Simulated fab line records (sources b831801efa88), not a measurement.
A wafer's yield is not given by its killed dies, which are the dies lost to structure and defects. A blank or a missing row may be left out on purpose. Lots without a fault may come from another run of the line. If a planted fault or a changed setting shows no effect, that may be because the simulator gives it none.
Struck lot and sound lot, side by side + flow sky130 + 18 steps out of a route of 708
Sound: these wafers, L933.1, L933.4, L933.6. Struck: wafers L939.1, L939.2, L939.4. The cause is named last.
At each step with rows: each side's tool, then ch and its chambers, then its first start. Under that, the readings that differ: sound wafers + struck wafers + difference of the means + sigmas: that difference in standard deviations of wafers without a fault.
alike: same words and numbers on both sides, and readings whose means sit less than 2 such deviations apart. not compared: any withheld reading, any reading some wafer has no value for, any bound like >300 that may hide the same value, and any number with overlapping values for which the record gives no deviation.
A row with sigmas, a row that says differs or no value, or rows on one side alone: a step with any of these is where the two part. Non-overlapping numbers with no deviation appear without sigmas and do not part them. Lack of a reading on every wafer of one side parts them only where that side has two or more wafers.

first, 1 step without rows for these wafers: SKY_VT_ADJUST_PCH_IMPLANT_08.
SKY_VT_ADJUST_PCH_STRIP_09: strips in O2/N2.
  sound on plasmaAsher-04 ch 0,1, day 10 05:26; struck on plasmaAsher-04 ch 0,1, day 12 08:35
| reading                  | sound             | struck            | difference | sigmas |
|--------------------------|-------------------|-------------------|------------|--------|
| stripTimeToEndpointS (s) | 37.13 37.06 37.12 | 36.90 36.86 36.87 | -0.23      | -2     |
  alike: drypumpMotorCurrentA, oesProductAu
  not compared: rfHoursCounterH
SKY_VT_ADJUST_PCH_TW_MEAS_10:
  sound on filmMetro-04, day 10 05:32; struck on filmMetro-02, day 12 08:41
  alike: VT_ADJUST_PCH_TW
then, 7 steps without rows for these wafers: SKY_SONOS_TUNNEL_DEHYDRATE_00 (time 60 s); SKY_SONOS_TUNNEL_HMDS_01 (prime time 60 s); SKY_SONOS_TUNNEL_COAT_02 (resist thk 1140 nm); SKY_SONOS_TUNNEL_SOFTBAKE_03 (time 60 s); SKY_SONOS_TUNNEL_EXPOSE_04 (exposes mask TUNM, target cd 410 nm); SKY_SONOS_TUNNEL_PEB_05; SKY_SONOS_TUNNEL_DEVELOP_06 (develop time 60 s).
SKY_SONOS_TUNNEL_CD_MEAS_07: target cd 410 nm.
  sound on cdSem-01, day 11 03:50; struck on cdSem-01, day 13 10:16
  alike: cdNm
SKY_SONOS_TUNNEL_OVL_MEAS_08:
  sound on overlay-02, day 11 03:57; struck on overlay-01, day 13 10:23
  alike: SONOS_TUNNEL_OVL
SKY_SONOS_TUNNEL_IMPLANT_09:
  sound on implanter-04 ch 0, day 11 03:59; struck on implanter-02 ch 0, day 13 10:45
| reading                       | sound                      | struck                     | difference | sigmas |
|-------------------------------|----------------------------|----------------------------|------------|--------|
| endStationPressureTorr (Torr) | 5.18e-06 5.28e-06 5.32e-06 | 5.09e-06 4.52e-06 4.06e-06 | -7.03e-07  | -3     |
  alike: faradayCurrentUA
then, 2 steps without rows for these wafers: SKY_SONOS_TUNNEL_WET_ETCH_10 (etches SiO2 in dHF, target depth 14 nm, time 280 s); SKY_SONOS_TUNNEL_STRIP_11 (strips in SPM, time 600 s).
SKY_SONOS_TUNNEL_TW_MEAS_12:
  sound on filmMetro-04, day 11 04:34; struck on filmMetro-03, day 13 11:34
| reading         | sound             | struck            | difference | sigmas |
|-----------------|-------------------|-------------------|------------|--------|
| SONOS_TUNNEL_TW | 200.4 200.7 199.9 | 243.1 244.7 243.0 | +43.3      | +44    |
then, 1 step without rows for these wafers: SKY_SONOS_TUNNEL_CLEAN_13 (cleans in dHF, time 20 s).
-- the record jumps here: 34 days lie between the struck wafers' starts before and after (it left off in module SONOS_TUNNEL and takes up again in module PAD_OPEN, whose first step shown is number 708 of the route) --
SKY_PAD_OPEN_PROBE_99:
  sound on prober-01, day 45 11:46; struck on prober-01, day 47 23:11
| reading                             | sound                   | struck                 | difference | sigmas |
|-------------------------------------|-------------------------|------------------------|------------|--------|
| model.etest.tipSonos.rsOhmSq        | 2570 2596 2548          | 2781 2717 2770         | +185       |        |
| model.etest.sonosUncharged.rOnOhmUm | 810.4 823 790.4         | 875.1 892.2 906.8      | +83.4      |        |
| model.etest.sonosProgrammed.vtV (V) | 1.466 1.432 1.491       | 1.635 1.575 1.495      | +0.105     |        |
| model.etest.sonosBaked.vtV (V)      | 1.026 0.9944 0.9786     | 1.116 1.131 1.074      | +0.107     |        |
| model.etest.sonosUncharged.vtV (V)  | -0.4311 -0.4213 -0.4777 | -0.254 -0.1775 -0.1972 | +0.234     |        |
| model.etest.sonosErased.vtV (V)     | -2.242 -2.235 -2.26     | -1.992 -1.949 -1.912   | +0.295     |        |
  alike: killed_at_M0_to_M3, killed_at_M4_up, killedAtContacts, killedAtFrontEnd, killedAtOther, killedDies, killedOpen, killedShort

WHERE THEY PART
At SKY_VT_ADJUST_PCH_STRIP_09 first; at SKY_SONOS_TUNNEL_TW_MEAS_12 last (within this record only). Later steps at which nothing parts them and some readings are alike: SKY_PAD_OPEN_PROBE_99.

WHY: what the simulator had put in
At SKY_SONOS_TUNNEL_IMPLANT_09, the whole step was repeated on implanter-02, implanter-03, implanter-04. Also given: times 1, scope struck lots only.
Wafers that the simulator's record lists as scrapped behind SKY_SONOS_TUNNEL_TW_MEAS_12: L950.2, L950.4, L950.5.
